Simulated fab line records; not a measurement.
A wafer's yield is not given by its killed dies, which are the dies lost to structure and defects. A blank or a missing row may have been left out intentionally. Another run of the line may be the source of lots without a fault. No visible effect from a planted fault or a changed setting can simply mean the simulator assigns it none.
The tool behind it: which one? ; flow gf180mcu ; 72 wafers from 24 lots sampled at 3 of the route's 602 steps

## WHAT THE GAUGES READ, wafer by wafer
GF_M3_CD_MEAS_14: target cd 280 nm. Usual: 279.4 nm for cd nm, sd 0.95.
lot;measured;on;cd nm (nm);flag
L074;day 21 12:05;cd sem-02;279.0 278.9 278.5;
L075;day 21 19:02;cd sem-02;279.0 279.5 280.1;
L076;day 22 12:42;cd sem-02;280.8 279.4 279.4;
L077;day 22 19:07;cd sem-01;280.2 279.1 279.0;
L078;day 23 00:24;cd sem-02;280.7 280.8 280.3;
L079;day 23 07:35;cd sem-01;279.9 278.9 278.8;
L080;day 23 21:53;cd sem-01;279.0 279.3 279.6;
L081;day 24 01:15;cd sem-01;279.5 279.8 278.7;
L082;day 24 15:13;cd sem-02;279.6 280.5 279.8;
L083;day 24 20:17;cd sem-02;279.6 279.0 278.5;
L084;day 25 03:06;cd sem-02;278.7 277.1 278.0;
L085;day 25 15:51;cd sem-01;278.8 278.4 279.2;
L086;day 25 21:50;cd sem-02;278.0 279.1 280.1;
L087;day 26 03:41;cd sem-02;278.2 277.2 278.0;
L088;day 26 15:59;cd sem-02;276.8 278.3 278.1;
L089;day 26 16:21;cd sem-01;280.0 279.5 279.4;
L090;day 26 23:45;cd sem-02;281.0 279.8 279.9;
L091;day 27 06:52;cd sem-02;279.9 279.7 278.5;
L092;day 27 13:29;cd sem-02;279.9 279.8 279.9;
L093;day 27 22:44;cd sem-01;282.2 280.0 280.7;
L094;day 28 05:01;cd sem-01;280.1 280.9 280.6;
L095;day 28 15:36;cd sem-01;279.4 280.3 280.6;
L096;day 28 16:52;cd sem-01;279.4 277.9 279.8;
L097;day 28 21:19;cd sem-01;280.0 278.5 280.0;

GF_V4_OVL_MEAS_15. Usual: V4_OVL typically reads -1 nm, with standard deviation 6.3.
lot;measured;on;V4_OVL (nm);flag
L074;day 24 12:48;overlay-02;9 -1 2;
L075;day 24 19:01;overlay-02;1 2 -1;
L076;day 25 15:25;overlay-02;-3 -2 -6;
L077;day 25 18:03;overlay-01;-1 -1 0;
L078;day 25 23:40;overlay-01;3 -8 0;
L079;day 26 04:54;overlay-02;2 0 -1;
L080;day 26 19:42;overlay-02;1 -2 6;
L081;day 26 22:40;overlay-01;2 2 5;
L082;day 27 11:35;overlay-02;-1 6 -4;
L083;day 27 16:52;overlay-02;-13 -9 -6;
L084;day 27 22:21;overlay-01;0 -5 0;
L085;day 28 08:43;overlay-01;1 1 -6;
L086;day 28 15:01;overlay-01;-5 -1 2;
L087;day 28 21:04;overlay-01;-7 -9 -5;
L088;day 29 07:40;overlay-01;2 3 -2;
L089;day 29 08:46;overlay-01;-2 -1 -6;
L090;day 29 14:22;overlay-02;-3 -9 -6;
L091;day 29 21:18;overlay-01;-16 -5 -13;
L092;day 30 04:22;overlay-01;1 -3 -7;
L093;day 30 12:39;overlay-02;1 -4 -1;
L094;day 30 18:34;overlay-02;7 4 6;
L095;day 31 04:30;overlay-01;6 13 3;
L096;day 31 05:17;overlay-01;-13 -17 -13;
L097;day 31 10:01;overlay-02;2 3 6;

GF_V4_THK_MEAS_25: measures by xrf. Usual: V4_W_THK typically reads 336 nm, with standard deviation 5.5.
lot;measured;on;V4_W_THK (nm);flag
L074;day 24 13:50;film metro-03;325 328 328;
L075;day 24 20:03;film metro-03;335 335 331;
L076;day 25 16:28;film metro-04;336 343 331;
L077;day 25 19:13;film metro-02;341 336 340;
L078;day 26 00:44;film metro-03;334 335 339;
L079;day 26 05:56;film metro-03;338 338 339;
L080;day 26 20:45;film metro-03;334 334 334;
L081;day 26 23:42;film metro-02;338 334 338;
L082;day 27 12:38;film metro-04;340 338 340;
L083;day 27 17:54;film metro-03;330 329 328;
L084;day 27 23:25;film metro-03;329 327 334;
L085;day 28 09:45;film metro-02;344 343 338;
L086;day 28 16:07;film metro-04;340 335 331;
L087;day 28 22:26;film metro-04;337 337 335;
L088;day 29 08:41;film metro-04;332 331 334;
L089;day 29 09:54;film metro-03;333 327 328;
L090;day 29 15:24;film metro-04;342 341 337;
L091;day 29 22:24;film metro-04;336 339 339;
L092;day 30 05:24;film metro-04;349 342 347;
L093;day 30 20:35;film metro-02;342 345 341;
L094;day 30 19:37;film metro-03;331 330 331;
L095;day 31 05:32;film metro-02;345 342 346;
L096;day 31 06:22;film metro-03;337 340 338;
L097;day 31 11:05;film metro-03;333 332 324;

## WHAT TOOL EACH LOT RAN ON (gives the tool, then ch and the chambers of the sampled wafers, and finally the start)
The record shows no process step preceding these readings.

## WHAT THE TOOLS THEMSELVES READ (means of the sampled wafers that have a number; where no wafer has one, the mark that the record gives instead)
The record holds no such reading with a usual standard deviation.

## THE ANSWER, worked out from the rows above alone
Rule: a lot counts as off when the mean over its wafers that have a number is more than 3 standard deviations away from the usual mean. Also off: a lot with no number at a reading for which 4 or more lots have one. All remaining lots with rows at the step are treated as sound. Order of review: gauges by route order, followed by the tools' own readings, for which a lot's mean as printed above is used. The first step at which some lot is off is used, and at that step the reading that is off furthest; a lot without a number counts as furthest.
Across all readings shown, no lot is off: no conclusion can be drawn from this.

## WHAT THE SIMULATOR PUT IN
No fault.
